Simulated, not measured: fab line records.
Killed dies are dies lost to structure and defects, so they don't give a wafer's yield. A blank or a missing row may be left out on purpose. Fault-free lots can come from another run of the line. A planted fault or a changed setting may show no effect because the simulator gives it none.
Which tool did it? -- flow gf180mcu -- 12 lots, 36 wafers sampled, at 1 step of a route of 602

## WHAT EACH GAUGE READ, for each wafer
GF_HV_LDD_TW_MEAS_38.
lot,measured,on,HV_LDD_3_TW
L075,day 11 22:04,film metro-04,1443 1440 1440
L077,day 12 14:17,film metro-03,1430 1436 1431
L079,day 13 07:01,film metro-04,1441 1440 1441
L081,day 14 03:40,film metro-02,1441 1443 1436
L082,day 14 10:07,film metro-04,1449 1456 1456
L085,day 15 09:22,film metro-03,1441 1429 1426
L088,day 16 02:23,film metro-04,1442 1438 1442
L089,day 16 16:05,film metro-04,1438 1438 1440
L091,day 17 02:07,film metro-03,1439 1430 1431
L093,day 17 20:46,film metro-03,1429 1431 1435
L095,day 18 11:39,film metro-03,1426 1426 1426
L097,day 19 00:38,film metro-04,1440 1427 1438

## WHAT TOOL EACH LOT RAN ON (gives the tool, then ch and the chambers of the sampled wafers, and finally the start)
No process step before these readings appears in the record.

## THE ANSWER, worked out from the rows above alone
Rule: what is usual is taken from the lots themselves. Put in order of their means at a reading, lots are off if they are a third of the lots or fewer, leave a main group of 4 or more, and stand apart from it by a gap of 3 or more times the standard deviation of the main group's means; of several such gaps the widest counts. If all means in a main group match to the digits the tables above print for the reading, that group is not used. A lot without any number at a reading at which 4 lots or more have one is off too. The other lots that the step has rows for count as sound.
None of the lots is off at any reading shown; this tells nothing.

## WHAT THE SIMULATOR HAD PUT IN
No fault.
